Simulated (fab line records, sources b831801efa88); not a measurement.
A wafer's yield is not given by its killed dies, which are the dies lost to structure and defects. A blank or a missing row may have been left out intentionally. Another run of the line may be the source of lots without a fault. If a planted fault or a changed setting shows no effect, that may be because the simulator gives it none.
What tool caused it? -- flow sky130 -- 24 lots, 72 wafers sampled, at 6 steps of a route of 708

## WHAT THE GAUGES SHOWED, per wafer
SKY_FIELD_ISO_THK_MEAS_04.
lot,measured,on,FIELD_ISO_CVD_03_THK (nm)
L074,day 1 14:25,film metro-01,166.0 164.8 167.1
L075,day 1 18:51,film metro-04,162.9 162.6 163.7
L076,day 1 23:29,film metro-04,164.2 164.9 164.0
L077,day 2 07:18,film metro-01,162.5 164.4 164.5
L078,day 2 09:53,film metro-04,163.4 162.8 163.3
L079,day 2 15:04,film metro-01,163.0 163.9 163.3
L080,day 2 22:15,film metro-01,163.1 162.3 161.6
L081,day 3 02:37,film metro-03,164.5 164.2 162.9
L082,day 3 06:41,film metro-01,164.1 163.9 163.4
L083,day 3 10:55,film metro-03,163.6 164.7 164.7
L084,day 3 17:44,film metro-04,164.1 164.4 163.6
L085,day 3 20:55,film metro-04,164.1 162.6 164.5
L086,day 4 01:29,film metro-03,163.9 164.1 163.3
L087,day 4 06:29,film metro-03,165.2 164.4 164.3
L088,day 4 11:30,film metro-03,166.6 166.4 164.1
L089,day 4 17:29,film metro-04,165.3 164.9 165.3
L090,day 4 21:44,film metro-04,163.9 164.0 164.6
L091,day 5 02:41,film metro-03,163.3 163.1 163.4
L092,day 5 08:33,film metro-04,165.9 164.9 165.1
L093,day 5 14:47,film metro-01,166.2 165.6 165.8
L094,day 5 21:09,film metro-01,161.6 163.0 163.3
L095,day 6 07:06,film metro-03,165.1 163.6 166.1
L096,day 6 07:06,film metro-04,165.3 165.6 166.4
L097,day 6 15:41,film metro-03,165.3 165.4 165.1

SKY_NWELL_RS_MEAS_29: uses a four-point probe to measure.
lot,measured,on,NWELL_RS (ohm/sq)
L074,day 5 04:04,film metro-01,624.1 623.2 623.9
L075,day 6 02:05,film metro-02,626.9 625.1 625.6
L076,day 6 01:47,film metro-03,627.7 627.8 624.9
L077,day 6 08:38,film metro-03,625.4 626.8 626.1
L078,day 6 08:23,film metro-02,625.9 624.7 627.6
L079,day 6 12:28,film metro-01,627.9 626.4 626.3
L080,day 6 18:23,film metro-03,625.9 625.4 624.9
L081,day 7 00:22,film metro-03,624.8 625.7 624.3
L082,day 7 06:44,film metro-03,623.7 622.6 620.4
L083,day 7 14:17,film metro-02,623.8 624.8 624.1
L084,day 7 18:38,film metro-02,624.3 622.7 623.8
L085,day 8 03:36,film metro-01,626.3 628.4 627.5
L086,day 8 05:31,film metro-01,624.1 626.2 626.3
L087,day 8 11:20,film metro-03,623.7 623.0 624.0
L088,day 8 20:41,film metro-01,627.1 626.7 628.6
L089,day 9 23:29,film metro-03,624.6 624.5 624.5
L090,day 9 22:29,film metro-02,624.0 625.3 625.5
L091,day 10 00:54,film metro-03,622.7 628.6 624.6
L092,day 10 08:29,film metro-02,623.3 622.3 624.8
L093,day 10 07:02,film metro-01,621.8 622.1 623.2
L094,day 10 09:14,film metro-01,626.8 625.8 625.7
L095,day 10 21:34,film metro-02,624.8 623.6 621.8
L096,day 10 21:08,film metro-03,623.6 623.1 624.8
L097,day 11 09:58,film metro-03,625.1 624.4 625.1

SKY_POLY_CUT_CD_MEAS_08 targets a cd of 270 nm.
lot,measured,on,cd nm (nm)
L074,day 23 17:46,cd sem-01,268.4 269.3 269.5
L075,day 25 07:29,cd sem-01,269.9 270.3 269.3
L076,day 24 23:11,cd sem-02,267.9 268.5 267.1
L077,day 25 16:14,cd sem-01,269.1 270.0 268.7
L078,day 25 12:23,cd sem-02,269.3 270.0 268.9
L079,day 26 06:34,cd sem-01,267.6 266.1 266.8
L080,day 26 11:07,cd sem-02,268.4 267.4 268.3
L081,day 26 15:25,cd sem-01,269.0 269.9 270.8
L082,day 26 22:44,cd sem-02,269.2 270.2 269.4
L083,day 27 06:17,cd sem-01,269.8 269.2 268.6
L084,day 28 04:14,cd sem-02,272.8 271.6 271.1
L085,day 28 05:39,cd sem-02,268.4 267.5 267.9
L086,day 28 08:17,cd sem-02,271.8 271.6 273.0
L087,day 28 09:59,cd sem-02,272.1 270.5 270.3
L088,day 29 00:47,cd sem-02,265.7 266.7 265.9
L089,day 30 09:38,cd sem-02,270.1 268.7 270.1
L090,day 30 08:02,cd sem-01,269.6 267.0 269.4
L091,day 30 16:36,cd sem-01,270.0 268.1 271.9
L092,day 31 02:20,cd sem-01,269.3 270.1 270.6
L093,day 30 22:08,cd sem-01,270.6 270.4 269.5
L094,day 31 00:59,cd sem-02,268.4 269.4 269.5
L095,day 31 17:53,cd sem-02,270.9 271.5 269.4
L096,day 31 14:50,cd sem-02,270.2 268.9 270.4
L097,day 32 09:19,cd sem-02,269.6 272.2 269.9

SKY_SD_P_TW_MEAS_11.
lot,measured,on,SD_P_TW
L074,day 24 23:10,film metro-02,2877 2867 2877
L075,day 26 13:17,film metro-03,2821 2799 2804
L076,day 26 04:59,film metro-03,2810 2810 2813
L077,day 26 21:29,film metro-02,2850 2849 2855
L078,day 26 17:42,film metro-04,2824 2827 2821
L079,day 27 11:25,film metro-04,2805 2808 2813
L080,day 27 15:30,film metro-03,2787 2798 2816
L081,day 27 20:31,film metro-02,2831 2837 2856
L082,day 28 03:21,film metro-03,2806 2816 2824
L083,day 28 11:10,film metro-03,2804 2808 2814
L084,day 29 09:30,film metro-02,2840 2843 2846
L085,day 29 11:17,film metro-03,2783 2809 2805
L086,day 29 12:53,film metro-02,2848 2854 2837
L087,day 29 14:56,film metro-02,2843 2844 2843
L088,day 30 06:16,film metro-03,2844 2846 2816
L089,day 31 13:18,film metro-04,2814 2840 2830
L090,day 31 11:13,film metro-03,2797 2804 2803
L091,day 31 20:40,film metro-03,2815 2807 2815
L092,day 32 06:02,film metro-04,2829 2811 2821
L093,day 32 02:09,film metro-03,2835 2830 2830
L094,day 32 04:13,film metro-02,2846 2861 2841
L095,day 32 21:39,film metro-02,2841 2835 2848
L096,day 32 18:48,film metro-02,2846 2831 2835
L097,day 33 12:19,film metro-02,2832 2839 2846

SKY_CONTACT_BOW_MEAS_05.
lot,measured,on,CONTACT_BOW (um)
L074,day 29 21:18,film metro-01,90 90 81
L075,day 31 08:34,film metro-01,83 74 86
L076,day 31 02:07,film metro-03,83 85 83
L077,day 31 20:40,film metro-01,70 78 83
L078,day 31 15:11,film metro-01,80 79 88
L079,day 32 08:19,film metro-01,83 90 77
L080,day 32 12:22,film metro-03,85 88 75
L081,day 32 16:56,film metro-04,89 84 88
L082,day 33 00:12,film metro-04,79 79 79
L083,day 33 06:46,film metro-01,80 77 73
L084,day 34 02:32,film metro-03,72 79 80
L085,day 34 04:50,film metro-04,77 81 65
L086,day 34 05:10,film metro-01,98 83 81
L087,day 34 08:19,film metro-01,68 89 89
L088,day 34 19:08,film metro-03,75 78 81
L089,day 35 21:38,film metro-01,68 80 80
L090,day 35 20:14,film metro-01,74 73 79
L091,day 36 05:20,film metro-01,85 89 92
L092,day 36 14:00,film metro-01,80 80 79
L093,day 36 11:52,film metro-03,81 89 67
L094,day 36 12:41,film metro-04,81 74 77
L095,day 37 04:29,film metro-01,95 69 84
L096,day 37 02:14,film metro-01,69 71 82
L097,day 37 19:57,film metro-03,74 83 100

## TOOL THAT RAN EACH LOT (tool first, then ch and the chambers of the sampled wafers, then the start)
lot,SKY_NWELL_RTA_28
L074,"rtp anneal-01 ch 0, day 5 03:52"
L075,"rtp anneal-01 ch 0, day 6 01:59"
L076,"rtp anneal-02 ch 0, day 6 01:41"
L077,"rtp anneal-02 ch 0, day 6 08:32"
L078,"rtp anneal-01 ch 0, day 6 08:17"
L079,"rtp anneal-01 ch 0, day 6 12:22"
L080,"rtp anneal-01 ch 0, day 6 18:17"
L081,"rtp anneal-02 ch 0, day 7 00:16"
L082,"rtp anneal-02 ch 0, day 7 06:38"
L083,"rtp anneal-01 ch 0, day 7 14:11"
L084,"rtp anneal-02 ch 0, day 7 18:32"
L085,"rtp anneal-02 ch 0, day 8 03:29"
L086,"rtp anneal-01 ch 0, day 8 05:25"
L087,"rtp anneal-02 ch 0, day 8 11:14"
L088,"rtp anneal-01 ch 0, day 8 20:35"
L089,"rtp anneal-01 ch 0, day 9 23:23"
L090,"rtp anneal-02 ch 0, day 9 22:23"
L091,"rtp anneal-02 ch 0, day 10 00:47"
L092,"rtp anneal-01 ch 0, day 10 08:23"
L093,"rtp anneal-02 ch 0, day 10 06:56"
L094,"rtp anneal-02 ch 0, day 10 09:07"
L095,"rtp anneal-02 ch 0, day 10 21:22"
L096,"rtp anneal-01 ch 0, day 10 21:02"
L097,"rtp anneal-01 ch 0, day 11 09:47"
- SKY_NWELL_RTA_28: time 30 s.

## WHAT THE TOOLS THEMSELVES READ (means of the sampled wafers that have a number; where no wafer has one, the mark that the record gives instead)
SKY_NWELL_RTA_28.
lot,tool,anneal temp c max,lamp power pct (%),wafer_temp_C_max
L074,rtp anneal-01,1056.9,25.30,1054.6
L075,rtp anneal-01,1056.6,25.33,1054.5
L076,rtp anneal-02,1055.4,25.34,1055.4
L077,rtp anneal-02,1055.7,25.28,1055.7
L078,rtp anneal-01,1056.6,25.29,1054.3
L079,rtp anneal-01,1056.6,25.28,1053.7
L080,rtp anneal-01,1057.2,25.27,1055.1
L081,rtp anneal-02,1055.6,25.32,1054.5
L082,rtp anneal-02,1055.4,25.34,1054.7
L083,rtp anneal-01,1056.1,25.32,1054.5
L084,rtp anneal-02,1054.6,25.34,1054.3
L085,rtp anneal-02,1055.1,25.26,1054.4
L086,rtp anneal-01,1057.8,25.28,1054.8
L087,rtp anneal-02,1056.5,25.30,1054.3
L088,rtp anneal-01,1057.2,25.28,1054.3
L089,rtp anneal-01,1056.3,25.24,1054.1
L090,rtp anneal-02,1055.0,25.29,1053.9
L091,rtp anneal-02,1055.1,25.29,1055.2
L092,rtp anneal-01,1056.6,25.35,1054.8
L093,rtp anneal-02,1055.6,25.27,1054.8
L094,rtp anneal-02,1054.5,25.25,1055.5
L095,rtp anneal-02,1055.0,25.28,1055.0
L096,rtp anneal-01,1057.0,25.30,1055.6
L097,rtp anneal-01,1057.4,25.32,1054.9

## THE ANSWER, worked out from the rows above alone
Rule: usual is defined by the lots themselves. The widest of any qualifying gaps counts: lots, ordered by their means at a reading, are off when they make up no more than a third of the lots, leave a main group of 4 or more, and stand apart from it by 3 or more times the standard deviation of that group's means. The tables above print the reading to a certain number of digits; a main group whose means all agree to those digits is not used. Also off: a lot with no number at a reading for which 4 or more lots have one. Any other lot the step has rows for is counted as sound. Order of review: gauges by route order, followed by the tools' own readings, for which a lot's mean as printed above is used. At the first step where some lot is off, the reading lying furthest off is the one used; lots without a number count as furthest.
No lot is off on any of the readings shown, so nothing can be concluded from this.

## WHAT HAD BEEN PUT IN BY THE SIMULATOR
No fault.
